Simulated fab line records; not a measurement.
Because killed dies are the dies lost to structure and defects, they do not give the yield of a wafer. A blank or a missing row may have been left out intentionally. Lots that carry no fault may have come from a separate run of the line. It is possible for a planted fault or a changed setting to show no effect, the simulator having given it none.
8D (eight disciplines) problem report, filled in by code / flow sky130 / the parts of the form that need people (team, actions taken, sign-off) are left out

## 1. WHAT WENT WRONG
Mean of biasW at SKY_POLY_GATE_ETCH_17: 109.98 W across 6 wafers in 2 lots; on wafers with no fault it is 100.00 W (standard deviation 0.28). Measured from the usual mean, that is +36 standard deviations.
The step: etches poly-Si in HBr/Cl2, stops on SiO2, target depth 180 nm, time 70.5 s.
Seen first at day 18 08:16 on rieSi-02, wafer L527.1. The record has a number at this step for 18 wafers belonging to 6 lots. Rule for "out", or "out of limits": more than 4 standard deviations from the usual mean. Any other wafer with a number is counted as sound.

## 2. WHAT IT IS, WHAT IT ISN'T
question=which readings at this step | is=biasW | is not=drypumpMotorCurrentA, oesProductAu, throttleValvePct
question=which lots | is=L527, L528 | is not=L521, L535, L540, L541
question=which wafers of those lots | is=all that have a number | is not=-
question=read on which tools | is=rieSi-02 | is not=rieSi-01
question=when | is=from day 18 08:16 | is not=up to then (3 sound wafers); but 9 sound wafers of L535, L540, L541 came after

## 3. THE SUSPECTS, EACH WITH WHAT RULES IT OUT
Counting: a tool stays on the suspect list if, at a process step up to the reading, it processed all lots that are out and no sound lot following the first of them.
- rieDiel-01 at SKY_POLY_GATE_ETCH_15 (etches BARC in N2/H2, stops on SiO2, time 118.5 s, target depth 110 nm): kept. It ran every lot that is out, first L527 (day 18 08:05), and no sound lot after that.
- rieDiel-01 at SKY_POLY_GATE_ETCH_16 (etches Si3N4 in CH3F/O2, stops on poly-Si, time 147.5 s, target depth 75 nm): kept. It ran every lot that is out, first L527 (day 18 08:10), and no sound lot after that.
- rieSi-02 at SKY_POLY_GATE_ETCH_17 (etches poly-Si in HBr/Cl2, stops on SiO2, target depth 180 nm, time 70.5 s): ruled out as a lasting fault. Following L527 (day 18 08:16), the first lot on it that is out, the sound lots L540 were run on it.
What counting leaves: rieDiel-01 at SKY_POLY_GATE_ETCH_15 and rieDiel-01 at SKY_POLY_GATE_ETCH_16.

## 4. THE CAUSE (what the simulator had put in)
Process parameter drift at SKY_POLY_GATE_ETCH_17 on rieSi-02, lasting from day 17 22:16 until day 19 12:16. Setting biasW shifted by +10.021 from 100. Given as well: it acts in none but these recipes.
Counting ruled it out, wrongly.

## 5. THE EFFECT CHAIN, in route order
One row per reading whose mean, taken over the struck wafers that have a number, lies over 3 standard deviations from the usual. Readings are gone through only where the record gives a usual standard deviation; hours: the median, over the lots, of the time from a lot's start at the first step in this table giving one to that lot's start at this step; sigmas: the change measured in usual standard deviations.
hours=0; step=SKY_POLY_GATE_ETCH_17; reading=biasW; usual=100.00 W; on struck wafers=109.98; change=+9.98; sigmas=+36
The process steps in it:
- SKY_POLY_GATE_ETCH_17: etches poly-Si in HBr/Cl2, stops on SiO2, target depth 180 nm, time 70.5 s.

## 6. HOW IT WOULD HAVE BEEN CAUGHT EARLIER
First out-of-limits reading in this record: day 18 08:16, which is 10 hours after fault onset at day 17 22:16.
